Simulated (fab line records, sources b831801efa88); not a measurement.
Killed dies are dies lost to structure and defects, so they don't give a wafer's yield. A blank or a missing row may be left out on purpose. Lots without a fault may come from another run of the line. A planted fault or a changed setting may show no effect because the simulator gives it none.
fab line records | flow gf180mcu
record lots=5 wafers=15 last_day=34
route steps=602 shown VT_IMPLANT@121 MVSD@136 NWELL@137 LVPWELL@138 MVPSD@139 DUAL_GATE@141 POLY_GATE@157
lots that met no fault: from a run of the same line without faults
start_h: hours from the record's first day to the start of the lot's first wafer shown | wait_h: hours since the lot's step before | " the same as in the row above | L1.1+2: a row that stands for several wafers | - no value, or no start given | * or withheld: withheld | < > ~ a bound
route shown NAME@n: a module of which the file shows steps, and the number in the route of the first | usual: mean/standard deviation of fault-free wafers | same: alike in all rows | chamber/n: place in a boat | sites: the reading at each site | _std_site: their standard deviation | _edge_site: outer sites' mean less inner sites' | radius_mm: how far each site lies from the wafer's centre | mask NAME#n: copy n | behind: the tool/chamber that last shaped the wafer | hold: why the lot was held/for how many hours/how that ended | device: the transistor (n, p or np) that didn't switch | end of line: the same wafers' tests at the end of the route | a step without rows: its recipe alone | killed: dies lost to structure and defects at the first sort, not the wafer's yield | map: a wafer's dies, x killed, . not, _ none there
set.NAME: the setting as run; set.NAME@STEP: as run at that earlier step | model.NAME: the simulator's own value behind a step, which no gauge read
lots at some steps of the route; a table a step, a row a wafer
services: from which hour (start_h, from the record's first day; less than 0 if before it) a tool's chamber was out of use, for how many hours, and why
## steps
# step GF_VT_IMPLANT_STRIP_31
# recipe chemistry=O2/N2 power_w=1400 pressure_mtorr=1500 platen_temp_c=250 o2_flow_sccm=3000 n2_flow_sccm=300 overash_fraction=0.5
# usual drypump_motor_current_A=5.6/0.52 heater_power_w=321/16 oes_product_au=0.716/0.0042 strip_time_to_endpoint_s=12.63/0.043
# columns lot.wafer tool chamber start_h wait_h drypump_motor_current_A heater_power_w oes_product_au rf_hours_counter_h strip_time_to_endpoint_s
L077.3 plasma_asher-04 0 164.77 0.1 5.7 335 0.706 - 12.56
L077.4 " 1 " " 4.9 329 0.712 - 12.57
L077.5 " 0 " " 5.7 324 0.711 - 12.58
L080.1 plasma_asher-04 1 181.53 0.1 4.9 320 0.719 52 12.55
L080.3 " 0 " " 5.7 328 0.716 - 12.56
L080.5 " 0 " " 5.7 339 0.714 - 12.52
L085.3 plasma_asher-04 1 212.58 0.1 4.9 319 0.715 - 12.67
L085.5 " 0 " " 5.7 329 0.721 - 12.64
L085.6 " 1 " " 4.9 321 0.721 - 12.65
L092.1 plasma_asher-02 1 261.44 0.1 5.5 297 0.714 58 12.65
L092.3 " 1 " " 5.5 305 0.719 - 12.71
L092.4 " 0 " " 6.5 322 0.726 - 12.71
L097.1 plasma_asher-01 0 291.69 0.1 5.3 320 0.715 19 12.63
L097.5 " 0 " " 5.3 323 0.710 - 12.62
L097.6 " 1 " " 5.3 346 0.721 - 12.60
# step GF_VT_IMPLANT_TW_MEAS_32
# usual VT_IMPLANT_3_TW=268.7/2.5
# columns lot.wafer tool chamber start_h wait_h VT_IMPLANT_3_TW
L077.3 film_metro-01 - 164.86 0.1 272.4
L077.4 " - " " 271.9
L077.5 " - " " 270.1
L080.1 film_metro-01 - 181.63 0.1 271.5
L080.3 " - " " 271.3
L080.5 " - " " 272.8
L085.3 film_metro-02 - 212.66 0.1 266.5
L085.5 " - " " 265.5
L085.6 " - " " 266.4
L092.1 film_metro-01 - 261.54 0.1 271.7
L092.3 " - " " 270.4
L092.4 " - " " 271.8
L097.1 film_metro-02 - 291.79 0.1 269.0
L097.5 " - " " 268.7
L097.6 " - " " 270.7
# step GF_VT_IMPLANT_DEHYDRATE_33
# recipe temp_c=200 time_s=60
# usual heater_power_total_W=160.37/0.12
# columns lot.wafer tool chamber start_h wait_h heater_power_total_W
L077.3 litho_track-01 0 172.31 7.4 160.39
L077.4 " 0 " " 160.59
L077.5 " 0 " " 160.26
L080.1 litho_track-04 0 189.35 7.7 160.45
L080.3 " 0 " " 160.19
L080.5 " 0 " " 160.61
L085.3 litho_track-04 0 220.50 7.8 160.28
L085.5 " 0 " " 160.17
L085.6 " 0 " " 160.60
L092.1 litho_track-03 0 270.84 9.3 160.21
L092.3 " 0 " " 160.37
L092.4 " 0 " " 160.38
L097.1 litho_track-01 0 301.60 9.8 160.35
L097.5 " 0 " " 160.24
L097.6 " 0 " " 160.52
# step GF_VT_IMPLANT_HMDS_34
# recipe prime_time_s=60 prime_temp_c=120
# columns lot.wafer tool chamber start_h wait_h
L077.3+4+5 litho_track-01 0 172.46 0.1
L080.1+3+5 litho_track-04 0 189.50 0.1
L085.3+5+6 litho_track-04 0 220.65 0.1
L092.1+3+4 litho_track-03 0 270.99 0.1
L097.1+5+6 litho_track-01 0 301.75 0.1
# step GF_VT_IMPLANT_COAT_35
# recipe resist=NOVOLAK spin_rpm=3000 resist_thk_nm=1000
# columns lot.wafer tool chamber start_h wait_h
L077.3+4+5 litho_track-01 0 172.61 0.1
L080.1+3+5 litho_track-04 0 189.65 0.1
L085.3+5+6 litho_track-04 0 220.80 0.1
L092.1+3+4 litho_track-03 0 271.14 0.1
L097.1+5+6 litho_track-01 0 301.90 0.1
# step GF_VT_IMPLANT_SOFTBAKE_36
# recipe temp_c=90 time_s=60 resist=NOVOLAK
# usual heater_power_total_W=56.60/0.044
# columns lot.wafer tool chamber start_h wait_h heater_power_total_W
L077.3 litho_track-01 0 172.76 0.1 56.57
L077.4 " 0 " " 56.62
L077.5 " 0 " " 56.63
L080.1 litho_track-04 0 189.80 0.1 56.56
L080.3 " 0 " " 56.62
L080.5 " 0 " " 56.62
L085.3 litho_track-04 0 220.95 0.1 56.56
L085.5 " 0 " " 56.70
L085.6 " 0 " " 56.64
L092.1 litho_track-03 0 271.29 0.1 56.58
L092.3 " 0 " " 56.61
L092.4 " 0 " " 56.58
L097.1 litho_track-01 0 302.05 0.1 56.62
L097.5 " 0 " " 56.58
L097.6 " 0 " " 56.61
# step GF_VT_IMPLANT_EXPOSE_37
# recipe mask_id=Nwell_HV_AREA target_cd_nm=860 na=0.6 source_shape=conventional sigma_outer=0.6 dose_mj=140
# columns lot.wafer tool chamber start_h wait_h mask
L077.3+4+5 iline_stepper-02 0 - - Nwell_HV_AREA#0
L080.1+3+5 iline_stepper-01 0 - - Nwell_HV_AREA#0
L085.3+5+6 iline_stepper-01 0 - - Nwell_HV_AREA#0
L092.1+3+4 iline_stepper-01 0 - - Nwell_HV_AREA#0
L097.1+5+6 iline_stepper-02 0 - - Nwell_HV_AREA#0
# step GF_VT_IMPLANT_PEB_38
# recipe temp_c=withheld time_s=* resist=NOVOLAK
# columns lot.wafer tool chamber start_h wait_h
L077.3+4+5 litho_track-03 0 - -
L080.1+3+5 litho_track-04 0 - -
L085.3+5+6 litho_track-01 0 - -
L092.1+3+4 litho_track-04 0 - -
L097.1+5+6 litho_track-01 0 - -
# step GF_VT_IMPLANT_DEVELOP_39
# recipe develop_time_s=60 dev_temp_c=23
# columns lot.wafer tool chamber start_h wait_h
L077.3+4+5 litho_track-03 0 180.94 0.1
L080.1+3+5 litho_track-04 0 197.70 0.1
L085.3+5+6 litho_track-01 0 229.66 0.1
L092.1+3+4 litho_track-04 0 280.55 0.1
L097.1+5+6 litho_track-01 0 311.60 0.1
# step GF_VT_IMPLANT_OVL_MEAS_40
# usual VT_IMPLANT_03_OVL=0.7/1.3
# columns lot.wafer tool chamber start_h wait_h VT_IMPLANT_03_OVL[nm]
L077.3 overlay-01 - 181.05 0.1 2.2
L077.4 " - " " -0.1
L077.5 " - " " -0.5
L080.1 overlay-02 - 197.85 0.1 1.3
L080.3 " - " " -0.5
L080.5 " - " " 0.1
L085.3 overlay-02 - 229.77 0.1 2.5
L085.5 " - " " 0.9
L085.6 " - " " 3.2
L092.1 overlay-02 - 280.70 0.1 2.0
L092.3 " - " " 1.7
L092.4 " - " " 2.2
L097.1 overlay-01 - 311.75 0.1 0.0
L097.5 " - " " 2.2
L097.6 " - " " 0.6
# step GF_VT_IMPLANT_IMPLANT_41
# recipe species=As energy_kev=70 dose_cm2=1.013e+12 tilt_deg=7
# usual faraday_current_uA=5.72/0.11
# columns lot.wafer tool chamber start_h wait_h faraday_current_uA
L077.3 implanter-03 0 181.13 0.1 5.70
L077.4 " 0 " " 5.75
L077.5 " 0 " " 5.67
L080.1 implanter-01 0 197.89 0.0 5.82
L080.3 " 0 " " 5.77
L080.5 " 0 " " 5.61
L085.3 implanter-01 0 229.84 0.1 5.59
L085.5 " 0 " " 5.67
L085.6 " 0 " " 5.70
L092.1 implanter-01 0 280.74 0.0 5.76
L092.3 " 0 " " 5.80
L092.4 " 0 " " 5.83
L097.1 implanter-03 0 311.79 0.0 5.61
L097.5 " 0 " " 5.85
L097.6 " 0 " " 5.89
# step GF_VT_IMPLANT_STRIP_42
# recipe chemistry=O2/N2 power_w=1400 pressure_mtorr=1500 platen_temp_c=250 o2_flow_sccm=3000 n2_flow_sccm=300 overash_fraction=0.5
# usual drypump_motor_current_A=5.5/0.5 heater_power_w=323/14 oes_product_au=0.716/0.0048 strip_time_to_endpoint_s=12.62/0.034
# columns lot.wafer tool chamber start_h wait_h drypump_motor_current_A heater_power_w oes_product_au rf_hours_counter_h strip_time_to_endpoint_s
L077.3 plasma_asher-01 1 181.26 0.1 5.3 344 0.722 - 12.55
L077.4 " 0 " " 5.3 318 0.713 - 12.58
L077.5 " 0 " " 5.3 313 0.709 - 12.56
L080.1 plasma_asher-01 0 198.04 0.1 5.3 324 0.718 9 12.61
L080.3 " 1 " " 5.3 344 0.711 - 12.61
L080.5 " 0 " " 5.3 320 0.711 - 12.60
L085.3 plasma_asher-04 1 229.98 0.1 4.9 324 0.708 - 12.60
L085.5 " 0 " " 5.7 331 0.711 - 12.63
L085.6 " 1 " " 4.9 322 0.715 - 12.59
L092.1 plasma_asher-02 1 280.89 0.1 5.5 298 0.723 60 12.57
L092.3 " 1 " " 5.5 292 0.711 - 12.56
L092.4 " 0 " " 6.6 323 0.719 - 12.56
L097.1 plasma_asher-01 1 311.94 0.1 5.3 342 0.704 21 12.61
L097.5 " 0 " " 5.3 310 0.720 - 12.65
L097.6 " 1 " " 5.3 348 0.711 - 12.65
# step GF_VT_IMPLANT_TW_MEAS_43
# usual VT_IMPLANT_4_TW=690/6.1
# columns lot.wafer tool chamber start_h wait_h VT_IMPLANT_4_TW
L077.3 film_metro-02 - 181.35 0.1 683
L077.4 " - " " 689
L077.5 " - " " 687
L080.1 film_metro-02 - 198.14 0.1 686
L080.3 " - " " 680
L080.5 " - " " 680
L085.3 film_metro-03 - 230.06 0.1 685
L085.5 " - " " 688
L085.6 " - " " 685
L092.1 film_metro-02 - 281.02 0.1 691
L092.3 " - " " 692
L092.4 " - " " 690
L097.1 film_metro-02 - 312.04 0.1 689
L097.5 " - " " 692
L097.6 " - " " 691
# step GF_VT_IMPLANT_CLEAN_44
# recipe chemistry=SC1/SC2 mix=1:4:20 temp_c=70 time_s=150 dry=n2_spin
# usual bath_guard_temp_C=69.9/0.59
# columns lot.wafer tool chamber start_h wait_h bath_guard_temp_C
L077.3 wet_bench-01 3 181.39 0.0 68.6
L077.4 " 3 " " 69.0
L077.5 " 3 " " 69.1
L080.1 wet_bench-01 3 198.20 0.1 68.9
L080.3 " 3 " " 68.7
L080.5 " 3 " " 69.1
L085.3 wet_bench-03 2 230.10 0.0 70.7
L085.5 " 2 " " 70.8
L085.6 " 2 " " 70.9
L092.1 wet_bench-04 0 281.08 0.1 70.0
L092.3 " 0 " " 69.9
L092.4 " 0 " " 70.2
L097.1 wet_bench-04 0 312.10 0.1 69.6
L097.5 " 0 " " 69.7
L097.6 " 0 " " 69.6
# step GF_VT_IMPLANT_RTA_45
# recipe temp_c=1050 time_s=30 ambient=N2
# usual chamber_o2_ppm=1.996/0.024 lamp_power_pct=36.8/1.3 wafer_temp_C_max=1055.1/1.3
# columns lot.wafer tool chamber start_h wait_h chamber_o2_ppm lamp_power_pct wafer_temp_C_max
L077.3 rtp_anneal-02 0 181.47 0.0 1.989 38.1 1056.2
L077.4 " 0 " " 2.015 38.0 1055.6
L077.5 " 0 " " 1.994 38.0 1057.5
L080.1 rtp_anneal-01 0 198.25 0.0 2.038 35.5 1054.7
L080.3 " 0 " " 1.964 35.5 1054.3
L080.5 " 0 " " 1.992 35.5 1053.8
L085.3 rtp_anneal-01 0 230.19 0.0 2.009 35.5 1053.8
L085.5 " 0 " " 2.024 35.5 1052.6
L085.6 " 0 " " 1.991 35.5 1055.1
L092.1 rtp_anneal-01 0 281.13 0.0 2.026 35.5 1053.6
L092.3 " 0 " " 2.031 35.5 1054.7
L092.4 " 0 " " 2.031 35.5 1054.8
L097.1 rtp_anneal-01 0 312.15 0.0 2.033 35.5 1056.3
L097.5 " 0 " " 1.976 35.6 1055.5
L097.6 " 0 " " 1.999 35.4 1055.3
# step GF_VT_IMPLANT_RS_MEAS_46
# recipe thk_meas_gauge=four-point-probe
# usual MVSD_RS=456.7/1.2
# columns lot.wafer tool chamber start_h wait_h MVSD_RS[ohm/sq]
L077.3 film_metro-02 - 181.58 0.1 457.3
L077.4 " - " " 456.6
L077.5 " - " " 456.2
L080.1 film_metro-04 - 198.35 0.1 456.8
L080.3 " - " " 458.5
L080.5 " - " " 457.0
L085.3 film_metro-04 - 230.29 0.1 458.6
L085.5 " - " " 458.7
L085.6 " - " " 456.3
L092.1 film_metro-04 - 281.23 0.1 457.8
L092.3 " - " " 457.8
L092.4 " - " " 456.5
L097.1 film_metro-03 - 312.25 0.1 456.8
L097.5 " - " " 457.3
L097.6 " - " " 457.3
# step GF_VT_IMPLANT_RS_MEAS_47
# recipe thk_meas_gauge=four-point-probe
# usual NWELL_RS=487.9/1.3
# columns lot.wafer tool chamber start_h wait_h NWELL_RS[ohm/sq]
L077.3 film_metro-02 - 181.70 0.1 488.9
L077.4 " - " " 487.2
L077.5 " - " " 488.4
L080.1 film_metro-04 - 198.47 0.1 488.6
L080.3 " - " " 486.5
L080.5 " - " " 487.6
L085.3 film_metro-04 - 230.41 0.1 490.8
L085.5 " - " " 490.8
L085.6 " - " " 491.6
L092.1 film_metro-04 - 281.35 0.1 487.3
L092.3 " - " " 488.1
L092.4 " - " " 486.4
L097.1 film_metro-03 - 312.37 0.1 486.8
L097.5 " - " " 489.1
L097.6 " - " " 488.0
# step GF_VT_IMPLANT_RS_MEAS_48
# recipe thk_meas_gauge=four-point-probe
# usual LVPWELL_RS=1196/3
# columns lot.wafer tool chamber start_h wait_h LVPWELL_RS[ohm/sq]
L077.3 film_metro-02 - 181.82 0.1 1197
L077.4 " - " " 1201
L077.5 " - " " 1197
L080.1 film_metro-04 - 198.59 0.1 1197
L080.3 " - " " 1196
L080.5 " - " " 1199
L085.3 film_metro-04 - 230.53 0.1 1199
L085.5 " - " " 1200
L085.6 " - " " 1198
L092.1 film_metro-04 - 281.47 0.1 1196
L092.3 " - " " 1196
L092.4 " - " " 1194
L097.1 film_metro-03 - 312.49 0.1 1197
L097.5 " - " " 1194
L097.6 " - " " 1196
# step GF_VT_IMPLANT_RS_MEAS_49
# recipe thk_meas_gauge=four-point-probe
# usual MVPSD_RS=1169/3.1
# columns lot.wafer tool chamber start_h wait_h MVPSD_RS[ohm/sq]
L077.3 film_metro-02 - 181.94 0.1 1167
L077.4 " - " " 1165
L077.5 " - " " 1167
L080.1 film_metro-04 - 198.71 0.1 1172
L080.3 " - " " 1170
L080.5 " - " " 1166
L085.3 film_metro-04 - 230.65 0.1 1174
L085.5 " - " " 1172
L085.6 " - " " 1174
L092.1 film_metro-04 - 281.59 0.1 1169
L092.3 " - " " 1166
L092.4 " - " " 1169
L097.1 film_metro-03 - 312.61 0.1 1173
L097.5 " - " " 1174
L097.6 " - " " 1172
# step GF_VT_IMPLANT_WET_ETCH_50
# recipe chemistry=dHF target_depth_nm=20 target=SiO2 temp_c=25 dilution=100:1 time_s=400
# columns lot.wafer tool chamber start_h wait_h
L077.3+4+5 wet_bench-01 3 182.02 0.1
L080.1+3+5 wet_bench-03 0 198.83 0.1
L085.3+5+6 wet_bench-01 3 230.73 0.1
L092.1+3+4 wet_bench-03 1 281.71 0.1
L097.1+5+6 wet_bench-04 1 312.73 0.1
# step GF_DUAL_GATE_CLEAN_00
# recipe chemistry=SC1/SC2 mix=1:4:20 temp_c=70 time_s=150
# usual bath_guard_temp_C=70.0/0.57
# columns lot.wafer tool chamber start_h wait_h bath_guard_temp_C
L077.3 wet_bench-04 2 182.14 0.0 70.8
L077.4 " 2 " " 70.6
L077.5 " 2 " " 70.7
L080.1 wet_bench-03 2 198.96 0.0 70.7
L080.3 " 2 " " 70.5
L080.5 " 2 " " 70.6
L085.3 wet_bench-04 3 230.86 0.0 70.2
L085.5 " 3 " " 70.1
L085.6 " 3 " " 69.9
L092.1 wet_bench-04 0 281.84 0.0 70.0
L092.3 " 0 " " 69.5
L092.4 " 0 " " 69.9
L097.1 wet_bench-04 2 312.85 0.0 70.7
L097.5 " 2 " " 70.9
L097.6 " 2 " " 70.7
# step GF_DUAL_GATE_CLEAN_01
# recipe chemistry=dHF time_s=20 dilution=100:1 dry=ipa_marangoni
# columns lot.wafer tool chamber start_h wait_h
L077.3+4+5 wet_bench-01 2 182.19 0.0
L080.1+3+5 wet_bench-01 2 199.02 0.0
L085.3+5+6 wet_bench-03 1 230.91 0.0
L092.1+3+4 wet_bench-01 0 281.89 0.0
L097.1+5+6 wet_bench-04 0 312.90 0.0
# step GF_DUAL_GATE_OXIDATION_02
# recipe temp_c=900 ambient=O2 stabilise_s=600 purge_s=300 target_thk_a=108.87 ox_time_s=1602
# columns lot.wafer tool chamber start_h wait_h
L077.3+4+5 furnace-02 0 184.36 2.2
L080.1+3+5 furnace-02 0 199.34 0.3
L085.3+5+6 furnace-02 0 232.24 1.3
L092.1+3+4 furnace-01 0 282.16 0.3
L097.1+5+6 furnace-02 0 314.02 1.1
# step GF_DUAL_GATE_THK_MEAS_03
# recipe reads=SiO2_of_DUAL_GATE_OXIDATION_02
# usual DUAL_GATE_OXIDATION_00_THK=10.97/0.19
# columns lot.wafer tool chamber start_h wait_h DUAL_GATE_OXIDATION_00_THK[nm]
L077.3 film_metro-04 - 185.82 0.0 11.19
L077.4 " - " " 11.17
L077.5 " - " " 11.12
L080.1 film_metro-04 - 200.79 0.0 11.02
L080.3 " - " " 11.04
L080.5 " - " " 10.97
L085.3 film_metro-04 - 233.70 0.0 10.93
L085.5 " - " " 11.05
L085.6 " - " " 11.14
L092.1 film_metro-04 - 283.60 0.0 10.77
L092.3 " - " " 10.76
L092.4 " - " " 10.64
L097.1 film_metro-01 - 315.46 0.0 10.77
L097.5 " - " " 10.57
L097.6 " - " " 10.68
# step GF_DUAL_GATE_DEHYDRATE_04
# recipe temp_c=200 time_s=60
# usual heater_power_total_W=160.38/0.12
# columns lot.wafer tool chamber start_h wait_h heater_power_total_W
L077.3 litho_track-03 0 193.14 7.3 160.19
L077.4 " 0 " " 160.32
L077.5 " 0 " " 160.22
L080.1 litho_track-03 0 208.99 8.2 160.31
L080.3 " 0 " " 160.63
L080.5 " 0 " " 160.48
L085.3 litho_track-02 0 242.23 8.5 160.36
L085.5 " 0 " " 160.37
L085.6 " 0 " " 160.53
L092.1 litho_track-03 0 292.84 9.2 160.21
L092.3 " 0 " " 160.42
L092.4 " 0 " " 160.29
L097.1 litho_track-03 0 325.64 10.2 160.53
L097.5 " 0 " " 160.31
L097.6 " 0 " " 160.25
# step GF_DUAL_GATE_HMDS_05
# recipe prime_time_s=60 prime_temp_c=120
# columns lot.wafer tool chamber start_h wait_h
L077.3+4+5 litho_track-03 0 193.29 0.1
L080.1+3+5 litho_track-03 0 209.14 0.1
L085.3+5+6 litho_track-02 0 242.38 0.1
L092.1+3+4 litho_track-03 0 292.99 0.1
L097.1+5+6 litho_track-03 0 325.79 0.1
# step GF_DUAL_GATE_COAT_06
# recipe resist=NOVOLAK spin_rpm=3000 resist_thk_nm=1000
# columns lot.wafer tool chamber start_h wait_h
L077.3+4+5 litho_track-03 0 193.44 0.1
L080.1+3+5 litho_track-03 0 209.29 0.1
L085.3+5+6 litho_track-02 0 242.53 0.1
L092.1+3+4 litho_track-03 0 293.14 0.1
L097.1+5+6 litho_track-03 0 325.94 0.1
# step GF_DUAL_GATE_SOFTBAKE_07
# recipe temp_c=90 time_s=60 resist=NOVOLAK
# usual heater_power_total_W=56.59/0.042
# columns lot.wafer tool chamber start_h wait_h heater_power_total_W
L077.3 litho_track-03 0 193.59 0.1 56.56
L077.4 " 0 " " 56.61
L077.5 " 0 " " 56.60
L080.1 litho_track-03 0 209.44 0.1 56.55
L080.3 " 0 " " 56.59
L080.5 " 0 " " 56.63
L085.3 litho_track-02 0 242.68 0.1 56.64
L085.5 " 0 " " 56.55
L085.6 " 0 " " 56.56
L092.1 litho_track-03 0 293.29 0.1 56.65
L092.3 " 0 " " 56.61
L092.4 " 0 " " 56.61
L097.1 litho_track-03 0 326.09 0.1 56.60
L097.5 " 0 " " 56.54
L097.6 " 0 " " 56.53
# step GF_DUAL_GATE_EXPOSE_08
# recipe mask_id=Dualgate target_cd_nm=700 na=0.6 source_shape=conventional sigma_outer=0.6 dose_mj=140
# columns lot.wafer tool chamber start_h wait_h mask
L077.3+4+5 iline_stepper-01 0 - - Dualgate#0
L080.1+3+5 iline_stepper-02 0 - - Dualgate#0
L085.3+5+6 iline_stepper-01 0 - - Dualgate#0
L092.1+3+4 iline_stepper-02 0 - - Dualgate#0
L097.1+5+6 iline_stepper-02 0 - - Dualgate#0
# step GF_DUAL_GATE_PEB_09
# recipe temp_c=withheld time_s=* resist=NOVOLAK
# columns lot.wafer tool chamber start_h wait_h
L077.3+4+5 litho_track-03 0 - -
L080.1+3+5 litho_track-03 0 - -
L085.3+5+6 litho_track-04 0 - -
L092.1+3+4 litho_track-03 0 - -
L097.1+5+6 litho_track-04 0 - -
# step GF_DUAL_GATE_DEVELOP_10
# recipe develop_time_s=60 dev_temp_c=23
# columns lot.wafer tool chamber start_h wait_h
L077.3+4+5 litho_track-03 0 201.49 0.1
L080.1+3+5 litho_track-03 0 218.14 0.1
L085.3+5+6 litho_track-04 0 251.70 0.1
L092.1+3+4 litho_track-03 0 303.34 0.1
L097.1+5+6 litho_track-04 0 336.95 0.1
# step GF_DUAL_GATE_OVL_MEAS_11
# usual DUAL_GATE_OVL=-0.3/1.6
# columns lot.wafer tool chamber start_h wait_h DUAL_GATE_OVL[nm]
L077.3 overlay-02 - 201.60 0.1 -1.7
L077.4 " - " " -3.0
L077.5 " - " " -0.9
L080.1 overlay-02 - 218.29 0.1 0.7
L080.3 " - " " 0.5
L080.5 " - " " 2.1
L085.3 overlay-02 - 251.81 0.1 0.3
L085.5 " - " " 0.2
L085.6 " - " " -0.2
L092.1 overlay-01 - 303.49 0.1 -0.8
L092.3 " - " " 0.5
L092.4 " - " " 1.0
L097.1 overlay-01 - 337.10 0.1 0.3
L097.5 " - " " 1.7
L097.6 " - " " 0.0
# step GF_DUAL_GATE_WET_ETCH_12
# recipe chemistry=dHF target_depth_nm=13 dry=n2_spin target=SiO2 temp_c=25 dilution=100:1 time_s=260
# columns lot.wafer tool chamber start_h wait_h
L077.3+4+5 wet_bench-04 2 201.63 0.0
L080.1+3+5 wet_bench-04 3 218.33 0.0
L085.3+5+6 wet_bench-03 0 251.84 0.0
L092.1+3+4 wet_bench-01 3 303.52 0.0
L097.1+5+6 wet_bench-04 3 337.14 0.0
# step GF_DUAL_GATE_STRIP_13
# recipe chemistry=O2/N2 power_w=1400 pressure_mtorr=1500 platen_temp_c=250 o2_flow_sccm=3000 n2_flow_sccm=300 overash_fraction=0.5
# usual drypump_motor_current_A=5.8/0.59 heater_power_w=323/14 oes_product_au=0.716/0.0047 strip_time_to_endpoint_s=12.63/0.031
# columns lot.wafer tool chamber start_h wait_h drypump_motor_current_A heater_power_w oes_product_au rf_hours_counter_h strip_time_to_endpoint_s
L077.3 plasma_asher-02 1 201.74 0.0 5.5 301 0.702 - 12.62
L077.4 " 0 " " 6.6 335 0.712 - 12.60
L077.5 " 0 " " 6.6 334 0.709 - 12.65
L080.1 plasma_asher-04 1 218.41 0.0 4.9 321 0.710 56 12.62
L080.3 " 0 " " 5.7 325 0.725 - 12.64
L080.5 " 1 " " 4.9 329 0.707 - 12.61
L085.3 plasma_asher-03 1 251.95 0.0 6.6 329 0.714 - 12.64
L085.5 " 1 " " 6.5 335 0.716 - 12.62
L085.6 " 0 " " 5.5 343 0.721 - 12.63
L092.1 plasma_asher-02 0 303.60 0.0 6.6 323 0.719 62 12.62
L092.3 " 0 " " 6.5 322 0.720 - 12.60
L092.4 " 1 " " 5.5 294 0.719 - 12.58
L097.1 plasma_asher-04 0 337.22 0.0 5.7 323 0.708 69 12.61
L097.5 " 0 " " 5.7 330 0.725 - 12.61
L097.6 " 1 " " 4.9 324 0.721 - 12.61
# step GF_DUAL_GATE_CLEAN_14
# recipe chemistry=SC1/SC2 mix=1:4:20 temp_c=70 time_s=150 dry=n2_spin
# usual bath_guard_temp_C=69.9/0.55
# columns lot.wafer tool chamber start_h wait_h bath_guard_temp_C
L077.3 wet_bench-04 3 201.81 0.0 69.9
L077.4 " 3 " " 69.6
L077.5 " 3 " " 70.0
L080.1 wet_bench-01 1 218.51 0.1 70.0
L080.3 " 1 " " 69.9
L080.5 " 1 " " 70.1
L085.3 wet_bench-01 3 252.02 0.0 68.9
L085.5 " 3 " " 69.0
L085.6 " 3 " " 68.8
L092.1 wet_bench-04 2 303.70 0.1 70.7
L092.3 " 2 " " 70.9
L092.4 " 2 " " 70.8
L097.1 wet_bench-01 3 337.32 0.1 69.2
L097.5 " 3 " " 69.0
L097.6 " 3 " " 69.2
# step GF_DUAL_GATE_OXIDATION_15
# recipe temp_c=850 ambient=O2 stabilise_s=600 purge_s=300 target_thk_a=70.98 ox_time_s=1995
# columns lot.wafer tool chamber start_h wait_h
L077.3+4+5 furnace-01 0 201.86 0.0
L080.1+3+5 furnace-02 0 218.68 0.1
L085.3+5+6 furnace-02 0 252.07 0.0
L092.1+3+4 furnace-02 0 303.76 0.0
L097.1+5+6 furnace-01 0 337.37 0.0
# step GF_POLY_GATE_CVD_00
# recipe material=poly-Si target_thk_nm=200 temp_c=620 time_s=1200 pressure_mtorr=200
# columns lot.wafer tool chamber start_h wait_h
L077.3+4+5 lpcvd-02 1 203.83 0.4
L080.1+3+5 lpcvd-01 1 220.62 0.4
L085.3+5+6 lpcvd-01 0 253.62 0.0
L092.1+3+4 lpcvd-01 1 305.32 0.0
L097.1+5+6 lpcvd-02 1 338.92 0.0
# step GF_POLY_GATE_THK_MEAS_01
# recipe reads=poly-Si_of_POLY_GATE_CVD_00
# usual POLY_GATE_CVD_00_THK=200.9/1.9
# columns lot.wafer tool chamber start_h wait_h POLY_GATE_CVD_00_THK[nm]
L077.3 film_metro-04 - 205.19 0.0 202.4
L077.4 " - " " 201.1
L077.5 " - " " 201.9
L080.1 film_metro-03 - 221.95 0.0 199.8
L080.3 " - " " 198.6
L080.5 " - " " 199.6
L085.3 film_metro-03 - 254.97 0.0 200.2
L085.5 " - " " 198.4
L085.6 " - " " 197.6
L092.1 film_metro-04 - 306.65 0.0 201.6
L092.3 " - " " 200.8
L092.4 " - " " 201.0
L097.1 film_metro-03 - 340.25 0.0 201.9
L097.5 " - " " 200.8
L097.6 " - " " 200.9
# step GF_POLY_GATE_DEHYDRATE_02
# recipe temp_c=200 time_s=60
# usual heater_power_total_W=160.38/0.13
# columns lot.wafer tool chamber start_h wait_h heater_power_total_W
L077.3 litho_track-02 0 213.28 8.1 160.38
L077.4 " 0 " " 160.49
L077.5 " 0 " " 160.19
L080.1 litho_track-02 0 230.53 8.6 160.55
L080.3 " 0 " " 160.48
L080.5 " 0 " " 160.26
L085.3 litho_track-04 0 263.85 8.9 160.41
L085.5 " 0 " " 160.21
L085.6 " 0 " " 160.16
L092.1 litho_track-02 0 316.48 9.8 160.39
L092.3 " 0 " " 160.15
L092.4 " 0 " " 160.52
L097.1 litho_track-04 0 351.15 10.9 160.49
L097.5 " 0 " " 160.40
L097.6 " 0 " " 160.64
# step GF_POLY_GATE_HMDS_03
# recipe prime_time_s=60 prime_temp_c=120
# columns lot.wafer tool chamber start_h wait_h
L077.3+4+5 litho_track-02 0 213.43 0.1
L080.1+3+5 litho_track-02 0 230.68 0.1
L085.3+5+6 litho_track-04 0 264.00 0.1
L092.1+3+4 litho_track-02 0 316.63 0.1
L097.1+5+6 litho_track-04 0 351.30 0.1
# step GF_POLY_GATE_COAT_04
# recipe resist=BARC temp_c=withheld time_s=withheld spin_rpm=withheld resist_thk_nm=withheld
# columns lot.wafer tool chamber start_h wait_h
L077.3+4+5 litho_track-02 0 213.58 0.1
L080.1+3+5 litho_track-02 0 230.83 0.1
L085.3+5+6 litho_track-04 0 264.15 0.1
L092.1+3+4 litho_track-02 0 316.78 0.1
L097.1+5+6 litho_track-04 0 351.45 0.1
# step GF_POLY_GATE_COAT_05
# recipe resist=KrF spin_rpm=withheld resist_thk_nm=700
# columns lot.wafer tool chamber start_h wait_h
L077.3+4+5 litho_track-02 0 - -
L080.1+3+5 litho_track-02 0 - -
L085.3+5+6 litho_track-04 0 - -
L092.1+3+4 litho_track-02 0 - -
L097.1+5+6 litho_track-04 0 - -
## services
# columns tool chamber start_h hours kind
plasma_asher-04 - 146.78 2.7 repair
implanter-03 - 161.32 3.3 pm
plasma_asher-01 - 163.62 6.3 repair
implanter-03 - 164.61 0.7 repair
wet_bench-03 - 175.06 1.9 repair
furnace-01 - 178.41 12.9 pm
iline_stepper-02 - 188.50 8.9 repair
iline_stepper-01 - 197.44 1.7 pm
lpcvd-01 - 203.49 0.8 repair
plasma_asher-02 - 203.58 17.4 repair
implanter-03 - 204.99 2.5 repair
plasma_asher-01 - 211.01 3.3 repair
implanter-03 - 224.62 2.6 repair
furnace-01 - 227.96 4.2 pm
wet_bench-04 - 250.54 14.9 repair
iline_stepper-02 - 255.09 1.7 pm
furnace-01 - 268.38 3.7 pm
plasma_asher-04 - 292.04 0.5 repair
plasma_asher-02 - 292.13 2.8 pm
wet_bench-03 - 296.11 4.5 repair
furnace-02 - 305.32 3.4 pm
wet_bench-01 - 311.85 1.7 repair
plasma_asher-02 - 339.05 0.3 repair
furnace-02 - 341.51 3.8 pm
## key
fault none
